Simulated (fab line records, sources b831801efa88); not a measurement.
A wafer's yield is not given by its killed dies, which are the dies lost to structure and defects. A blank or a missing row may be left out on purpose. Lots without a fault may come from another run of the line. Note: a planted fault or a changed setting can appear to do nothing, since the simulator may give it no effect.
fab line records | flow gf180mcu
[record] lots = 5 wafers = 15 lastDay = 33
route steps=602 shown HV_LDD@194
lots that met no fault: from a run of the same line without faults
startH: the number of hours between the record's first day and the start of the first shown wafer of the lot | waitH: hours since the lot's step before | " identical to the entry in the row above | L1.1+2: one row covering several wafers at once | - either no value or no given start | * or withheld: withheld | < > ~ a bound
route shown NAME@n: names a module that has steps shown in the file, with the first one's number in the route | usual: mean/standard deviation taken from wafers without a fault | same: alike in all rows | chamber/n: place in a boat | sites: each site's reading | _std_site: how widely they spread, as a standard deviation | _edge_site: inner sites' mean taken away from outer sites' mean | radiusMm: how far each site lies from the wafer's centre | mask NAME#n: copy n | behind: the last tool/chamber to shape the wafer | hold: the reason the lot was held/the length of the hold in hours/how it ended | device: names the non-switching transistor (n, p or np) | end of line: tests of these same wafers at the route's end | where a step has no rows: the recipe by itself | killed: dies lost to structure and defects at the first sort, not the wafer's yield | map: shows each die of a wafer: x if killed, . if not, _ if none is there
set.NAME: setting as actually run; set.NAME@STEP: the setting as run at that earlier step | model.NAME: the simulator's own value behind a step, which no gauge read
certain route steps with their lots: each step a table, each wafer a row
services: when a tool's chamber went out of use (startH, in hours from the record's first day, below 0 if earlier), for how many hours, and the reason
[[steps]]
[step GF_HV_LDD_DEVELOP_18]
[recipe] developTimeS = 60 devTempC = 23
[same] developTimeS = 60
// columns lot.wafer tool chamber startH waitH
L075.1+2+3 lithoTrack-04 0 240.44 0.1
L076.1+2+6 lithoTrack-04 0 252.59 0.1
L077.2+4+6 lithoTrack-04 0 260.12 0.1
L090.1+4+5 lithoTrack-02 0 358.45 0.1
L091.2+4+5 lithoTrack-02 0 365.08 0.1
[step GF_HV_LDD_CD_MEAS_19]
[recipe] targetCdNm = 400
[usual] cdNm = 400.5/2.3
// columns lot.wafer tool chamber startH waitH cdNm
L075.1 cdSem-02 - 240.59 0.1 397.0
L075.2 " - " " 396.7
L075.3 " - " " 398.1
L076.1 cdSem-02 - 252.74 0.1 402.9
L076.2 " - " " 403.1
L076.6 " - " " 401.4
L077.2 cdSem-01 - 260.26 0.1 403.4
L077.4 " - " " 401.5
L077.6 " - " " 403.5
L090.1 cdSem-01 - 358.60 0.1 402.2
L090.4 " - " " 403.3
L090.5 " - " " 402.6
L091.2 cdSem-02 - 365.22 0.1 400.3
L091.4 " - " " 398.1
L091.5 " - " " 398.4
[step GF_HV_LDD_OVL_MEAS_20]
[usual] HV_LDD_01_OVL = -0.3/1.6
// columns lot.wafer tool chamber startH waitH HV_LDD_01_OVL[nm]
L075.1 overlay-01 - 240.71 0.1 0.7
L075.2 " - " " 1.1
L075.3 " - " " 0.1
L076.1 overlay-01 - 252.86 0.1 -0.4
L076.2 " - " " -1.7
L076.6 " - " " -1.1
L077.2 overlay-02 - 260.37 0.1 -0.3
L077.4 " - " " -2.1
L077.6 " - " " -0.8
L090.1 overlay-02 - 358.72 0.1 0.6
L090.4 " - " " -0.9
L090.5 " - " " -1.2
L091.2 overlay-02 - 365.33 0.1 -0.3
L091.4 " - " " 0.4
L091.5 " - " " -1.6
[step GF_HV_LDD_IMPLANT_21]
[recipe] species = BF2 energyKev = 25 doseCm2 = 5e+13 tiltDeg = 7
[same] implantIonAmu = 49
// columns lot.wafer tool chamber startH waitH
L075.1+2+3 implanter-01 0 240.75 0.0
L076.1+2+6 implanter-01 0 252.90 0.0
L077.2+4+6 implanter-01 0 260.42 0.0
L090.1+4+5 implanter-03 0 358.76 0.0
L091.2+4+5 implanter-02 0 365.38 0.0
[step GF_HV_LDD_STRIP_22]
[recipe] chemistry = O2/N2 powerW = 1400 pressureMtorr = 1500 platenTempC = 250 o2FlowSccm = 3000 n2FlowSccm = 300 overashFraction = 0.5
[usual] drypumpMotorCurrentA = 5.80/0.18 heaterPowerW = 322/36 oesProductAu = 0.716/0.0047 stripTimeToEndpointS = 12.62/0.038
// columns lot.wafer tool chamber startH waitH drypumpMotorCurrentA heaterPowerW oesProductAu rfHoursCounterH stripTimeToEndpointS
L075.1 plasmaAsher-04 0 240.90 0.1 6.11 313 0.719 61 12.61
L075.2 " 1 " " 6.05 347 0.720 61 12.61
L075.3 " 0 " " 6.11 316 0.714 - 12.60
L076.1 plasmaAsher-01 0 253.05 0.1 5.73 291 0.717 14 12.59
L076.2 " 1 " " 5.59 385 0.722 14 12.63
L076.6 " 0 " " 5.71 286 0.714 - 12.67
L077.2 plasmaAsher-04 1 260.55 0.1 6.02 336 0.716 62 12.66
L077.4 " 0 " " 6.11 320 0.721 - 12.63
L077.6 " 0 " " 6.12 323 0.712 - 12.65
L090.1 plasmaAsher-02 0 358.91 0.1 5.66 323 0.706 57 12.58
L090.4 " 1 " " 5.76 284 0.717 - 12.59
L090.5 " 0 " " 5.68 324 0.725 - 12.59
L091.2 plasmaAsher-02 0 365.51 0.1 5.66 310 0.730 58 12.69
L091.4 " 1 " " 5.78 284 0.713 - 12.62
L091.5 " 1 " " 5.78 290 0.722 - 12.62
[step GF_HV_LDD_TW_MEAS_23]
[usual] HV_LDD_2_TW = 1057/9
// columns lot.wafer tool chamber startH waitH HV_LDD_2_TW
L075.1 filmMetro-03 - 241.00 0.1 1056
L075.2 " - " " 1045
L075.3 " - " " 1050
L076.1 filmMetro-02 - 253.15 0.1 1054
L076.2 " - " " 1047
L076.6 " - " " 1048
L077.2 filmMetro-03 - 260.66 0.1 1054
L077.4 " - " " 1054
L077.6 " - " " 1052
L090.1 filmMetro-02 - 359.01 0.1 1059
L090.4 " - " " 1058
L090.5 " - " " 1054
L091.2 filmMetro-01 - 365.62 0.1 1070
L091.4 " - " " 1069
L091.5 " - " " 1064
[step GF_HV_LDD_DEHYDRATE_24]
[recipe] tempC = 200 timeS = 60
// columns lot.wafer tool chamber startH waitH
L075.1+2+3 lithoTrack-02 0 250.40 9.4
L076.1+2+6 lithoTrack-02 0 262.35 9.2
L077.2+4+6 lithoTrack-02 0 269.98 9.3
L090.1+4+5 lithoTrack-03 0 368.76 9.7
L091.2+4+5 lithoTrack-04 0 375.91 10.3
[[services]]
// columns tool chamber startH hours kind
implanter-02 - 236.89 3.7 repair
plasmaAsher-04 - 247.79 3.6 repair
implanter-01 - 248.77 1.7 repair
implanter-02 - 249.49 3.5 repair
implanter-01 - 256.30 4.0 repair
implanter-03 - 260.38 1.7 repair
plasmaAsher-04 - 262.30 4.2 repair
implanter-01 - 264.62 1.6 repair
plasmaAsher-01 - 318.56 3.1 repair
plasmaAsher-04 - 333.18 5.9 repair
implanter-02 - 372.04 3.3 pm
[[key]]
fault none
